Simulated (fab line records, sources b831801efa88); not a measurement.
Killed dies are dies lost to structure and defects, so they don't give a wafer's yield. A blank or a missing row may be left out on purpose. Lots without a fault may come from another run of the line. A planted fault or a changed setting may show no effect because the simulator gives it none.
fab line records | flow sfq_line
record lots=14 wafers=42 last_day=94
route steps=325 shown I1@75 M3@129 I3@136
lots that met no fault: from a run of the same line without faults
start_h: hours from the record's first day to the start of the lot's first wafer shown | wait_h: hours since the lot's step before | " the same as in the row above | L1.1+2: a row that stands for several wafers | - no value, or no start given | * or withheld: withheld | < > ~ a bound
route shown NAME@n: a module of which the file shows steps, and the number in the route of the first | usual: mean/standard deviation of fault-free wafers | same: alike in all rows | chamber/n: place in a boat | sites: the reading at each site | _std_site: their standard deviation | _edge_site: outer sites' mean less inner sites' | radius_mm: how far each site lies from the wafer's centre | mask NAME#n: copy n | behind: the tool/chamber that last shaped the wafer | hold: why the lot was held/for how many hours/how that ended | device: the transistor (n, p or np) that didn't switch | end of line: the same wafers' tests at the end of the route | a step without rows: its recipe alone | killed: dies lost to structure and defects at the first sort, not the wafer's yield | map: a wafer's dies, x killed, . not, _ none there
set.NAME: the setting as run; set.NAME@STEP: as run at that earlier step | model.NAME: the simulator's own value behind a step, which no gauge read
steps of the route over a sample of lots; a table a step, a row a wafer
services: from which hour (start_h, from the record's first day; less than 0 if before it) a tool's chamber was out of use, for how many hours, and why
## steps
# step SFQ_I1_BOW_MEAS_912
# recipe mode=bow
# usual I1_BOW=0/7.8
# columns lot.wafer tool chamber start_h wait_h I1_BOW[um]
L328.3 film_metro-02 - 249.76 1.5 5
L328.5 " - " " 0
L328.6 " - " " -1
L330.2 film_metro-03 - 260.74 2.0 14
L330.3 " - " " 1
L330.5 " - " " -2
L332.2 film_metro-01 - 273.58 2.0 -7
L332.3 " - " " -6
L332.5 " - " " -11
L333.1 film_metro-02 - 284.00 1.5 -7
L333.5 " - " " -7
L333.6 " - " " -5
L334.2 film_metro-03 - 287.02 1.5 -5
L334.3 " - " " -3
L334.4 " - " " -13
L335.2 film_metro-01 - 294.20 1.0 -4
L335.5 " - " " 1
L335.6 " - " " -3
L343.1 film_metro-02 - 374.83 2.0 7
L343.5 " - " " 1
L343.6 " - " " 1
L344.1 film_metro-03 - 382.47 2.0 -4
L344.2 " - " " 12
L344.5 " - " " 5
L345.1 film_metro-02 - 388.47 2.0 -1
L345.2 " - " " 0
L345.6 " - " " -1
L346.2 film_metro-02 - 400.04 2.5 3
L346.4 " - " " -6
L346.5 " - " " 1
L347.1 film_metro-03 - 407.26 2.0 3
L347.2 " - " " 9
L347.3 " - " " 9
L348.1 film_metro-01 - 417.26 1.0 -6
L348.2 " - " " 3
L348.4 " - " " -3
L349.1 film_metro-01 - 427.02 2.5 -8
L349.5 " - " " -6
L349.6 " - " " -11
L350.1 film_metro-02 - 432.26 1.0 22
L350.4 " - " " 8
L350.5 " - " " 14
# step SFQ_TRILAYER_I1_METRO_MEASURE_047
# usual thk_nm=199.9/1.2
# columns lot.wafer tool chamber start_h wait_h thk_nm
L328.3 film_metro-02 - 250.24 0.5 200.7
L328.5 " - " " 200.9
L328.6 " - " " 198.9
L330.2 film_metro-03 - 261.04 0.3 201.1
L330.3 " - " " 200.0
L330.5 " - " " 202.1
L332.2 film_metro-01 - 273.88 0.3 199.7
L332.3 " - " " 200.4
L332.5 " - " " 200.0
L333.1 film_metro-02 - 284.12 0.1 199.8
L333.5 " - " " 199.1
L333.6 " - " " 199.8
L334.2 film_metro-03 - 287.32 0.3 200.9
L334.3 " - " " 200.3
L334.4 " - " " 198.0
L335.2 film_metro-01 - 294.50 0.3 200.7
L335.5 " - " " 199.6
L335.6 " - " " 199.6
L343.1 film_metro-02 - 374.95 0.1 199.8
L343.5 " - " " 199.3
L343.6 " - " " 198.2
L344.1 film_metro-03 - 382.59 0.1 199.4
L344.2 " - " " 200.0
L344.5 " - " " 200.4
L345.1 film_metro-02 - 388.59 0.1 200.5
L345.2 " - " " 199.8
L345.6 " - " " 200.9
L346.2 film_metro-02 - 400.34 0.3 198.9
L346.4 " - " " 200.9
L346.5 " - " " 198.9
L347.1 film_metro-03 - 407.38 0.1 202.3
L347.2 " - " " 200.9
L347.3 " - " " 201.0
L348.1 film_metro-01 - 417.38 0.1 202.1
L348.2 " - " " 201.1
L348.4 " - " " 201.6
L349.1 film_metro-01 - 427.14 0.1 199.1
L349.5 " - " " 199.3
L349.6 " - " " 201.4
L350.1 film_metro-02 - 432.38 0.1 199.6
L350.4 " - " " 200.2
L350.5 " - " " 200.8
# step SFQ_TRILAYER_M3_BARC_OPEN_METAL_ETCH_100
# recipe mask_material=PR chemistry=O2 target_depth_nm=125 target=BARC icp_w=600 bias_w=80 pressure_mtorr=10 time_s=41.7
# usual drypump_motor_current_A=5.9/0.66 oes_product_au=0.685/0.0046 run_length_s=70.0/0.88
# columns lot.wafer tool chamber start_h wait_h drypump_motor_current_A oes_product_au rf_hours_counter_h run_length_s
L328.3 rie_metal-01 0 605.17 0.0 6.6 0.688 - 69.5
L328.5 " 1 " " 6.2 0.685 - 69.6
L328.6 " 0 " " 6.5 0.689 - 69.4
L330.2 rie_metal-02 1 634.56 0.0 5.3 0.675 131 70.9
L330.3 " 0 " " 4.6 0.686 - 70.1
L330.5 " 1 " " 5.3 0.679 - 70.1
L332.2 rie_metal-01 0 680.57 0.0 6.6 0.687 144 69.5
L332.3 " 1 " " 6.2 0.683 - 69.4
L332.5 " 1 " " 6.2 0.687 - 69.2
L333.1 rie_metal-02 1 696.17 0.0 5.2 0.680 140 70.1
L333.5 " 1 " " 5.2 0.682 - 70.3
L333.6 " 0 " " 4.6 0.680 - 69.8
L334.2 rie_metal-01 0 703.47 0.0 6.5 0.765 149 64.5
L334.3 " 0 " " 6.5 0.759 - 64.3
L334.4 " 1 " " 6.2 0.757 - 64.3
L335.2 rie_metal-01 0 727.89 0.0 6.5 0.760 153 67.6
L335.5 " 1 " " 6.2 0.754 - 67.2
L335.6 " 0 " " 6.5 0.756 - 67.3
L343.1 rie_metal-01 0 811.52 0.0 6.5 0.687 2 69.5
L343.5 " 1 " " 6.2 0.682 - 69.6
L343.6 " 0 " " 6.5 0.691 - 69.6
L344.1 rie_metal-04 1 817.52 0.0 6.5 0.690 66 70.0
L344.2 " 0 " " 5.6 0.687 141 69.4
L344.5 " 1 " " 6.6 0.690 - 70.0
L345.1 rie_metal-04 0 822.32 0.0 5.6 0.685 141 69.4
L345.2 " 1 " " 6.6 0.684 67 70.3
L345.6 " 1 " " 6.6 0.684 - 69.9
L346.2 rie_metal-04 1 828.32 0.0 6.6 0.680 69 70.0
L346.4 " 1 " " 6.6 0.685 - 70.1
L346.5 " 1 " " 6.6 0.687 - 70.2
L347.1 rie_metal-01 1 831.92 0.0 6.2 0.683 14 70.1
L347.2 " 0 " " 6.6 0.693 6 69.8
L347.3 " 1 " " 6.2 0.677 - 69.9
L348.1 rie_metal-01 1 840.32 0.0 6.2 0.686 15 73.0
L348.2 " 0 " " 6.5 0.683 7 73.1
L348.4 " 0 " " 6.6 0.682 - 72.5
L349.1 rie_metal-02 0 842.72 0.0 4.7 0.676 17 69.7
L349.5 " 1 " " 5.2 0.686 - 70.5
L349.6 " 0 " " 4.6 0.686 - 69.5
L350.1 rie_metal-04 1 864.32 0.0 6.6 0.688 73 70.0
L350.4 " 0 " " 5.6 0.681 - 69.6
L350.5 " 0 " " 5.6 0.687 - 69.7
# step SFQ_TRILAYER_I3_METRO_MEASURE_083
# usual thk_nm=200.5/1.2
# columns lot.wafer tool chamber start_h wait_h thk_nm
L328.3 film_metro-03 - 616.14 0.5 201.4
L328.5 " - " " 200.2
L328.6 " - " " 202.4
L330.2 film_metro-02 - 642.94 0.3 199.7
L330.3 " - " " 199.5
L330.5 " - " " 199.6
L332.2 film_metro-01 - 686.69 0.3 201.0
L332.3 " - " " 201.1
L332.5 " - " " 201.7
L333.1 film_metro-01 - 706.29 0.1 199.0
L333.5 " - " " 200.1
L333.6 " - " " 199.5
L334.2 film_metro-01 - 713.88 0.3 201.3
L334.3 " - " " 200.5
L334.4 " - " " 203.0
L335.2 film_metro-02 - 734.88 0.3 202.3
L335.5 " - " " 198.7
L335.6 " - " " 201.6
L343.1 film_metro-03 - 815.68 0.1 201.3
L343.5 " - " " 199.4
L343.6 " - " " 201.4
L344.1 film_metro-02 - 822.19 0.1 201.4
L344.2 " - " " 198.6
L344.5 " - " " 201.3
L345.1 film_metro-03 - 826.48 0.1 203.4
L345.2 " - " " 201.0
L345.6 " - " " 201.9
L346.2 film_metro-01 - 834.48 0.3 200.2
L346.4 " - " " 197.7
L346.5 " - " " 200.8
L347.1 film_metro-02 - 836.10 0.1 200.1
L347.2 " - " " 200.8
L347.3 " - " " 202.0
L348.1 film_metro-02 - 846.28 0.1 200.7
L348.2 " - " " 200.5
L348.4 " - " " 200.5
L349.1 film_metro-01 - 849.28 0.1 201.6
L349.5 " - " " 201.0
L349.6 " - " " 201.8
L350.1 film_metro-01 - 868.48 0.1 198.7
L350.4 " - " " 199.9
L350.5 " - " " 201.9
## services
# columns tool chamber start_h hours kind
film_metro-02 - 233.35 0.6 pm
film_metro-02 - 248.20 0.4 pm
film_metro-01 - 260.67 3.0 pm
film_metro-02 - 273.11 0.5 pm
film_metro-01 - 338.31 0.5 pm
film_metro-02 - 376.15 7.0 pm
film_metro-01 - 463.96 7.5 repair
film_metro-02 - 478.46 0.3 pm
film_metro-02 - 493.20 1.7 pm
film_metro-01 - 494.45 1.6 repair
film_metro-01 - 505.67 0.5 pm
film_metro-02 - 517.63 0.2 pm
film_metro-01 - 571.27 0.7 pm
film_metro-01 - 583.31 0.4 pm
film_metro-01 - 598.16 4.7 pm
film_metro-01 - 659.80 10.2 pm
film_metro-02 - 723.35 0.6 pm
film_metro-01 - 729.88 1.5 pm
film_metro-02 - 738.20 0.4 pm
film_metro-02 - 741.01 2.3 repair
film_metro-02 - 747.15 4.1 repair
film_metro-02 - 761.86 1.7 pm
film_metro-02 - 781.09 1.7 pm
film_metro-02 - 855.94 1.3 pm
## key
first_sign step=SFQ_TRILAYER_M3_BARC_OPEN_METAL_ETCH_100 reading=oes_product_au direction=up sigmas=16 usual=0.685 struck=0.759
effect step=SFQ_TRILAYER_M3_BARC_OPEN_METAL_ETCH_100 reading=run_length_s direction=down sigmas=4.8 usual=* struck=*
met_at SFQ_TRILAYER_M3_BARC_OPEN_METAL_ETCH_100
struck_lots L334,L335
not_acting_at SFQ_I1_BOW_MEAS_912,SFQ_TRILAYER_I1_METRO_MEASURE_047,SFQ_TRILAYER_I3_METRO_MEASURE_083
onset_between 680.57 703.47
fault kind=process_parameter_drift tool=rie_metal-01 chamber=- onset_h=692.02 steps=SFQ_TRILAYER_M3_BARC_OPEN_METAL_ETCH_100 channel=time_s offset=* shape=step end_h=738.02 acts_in=* stated=*
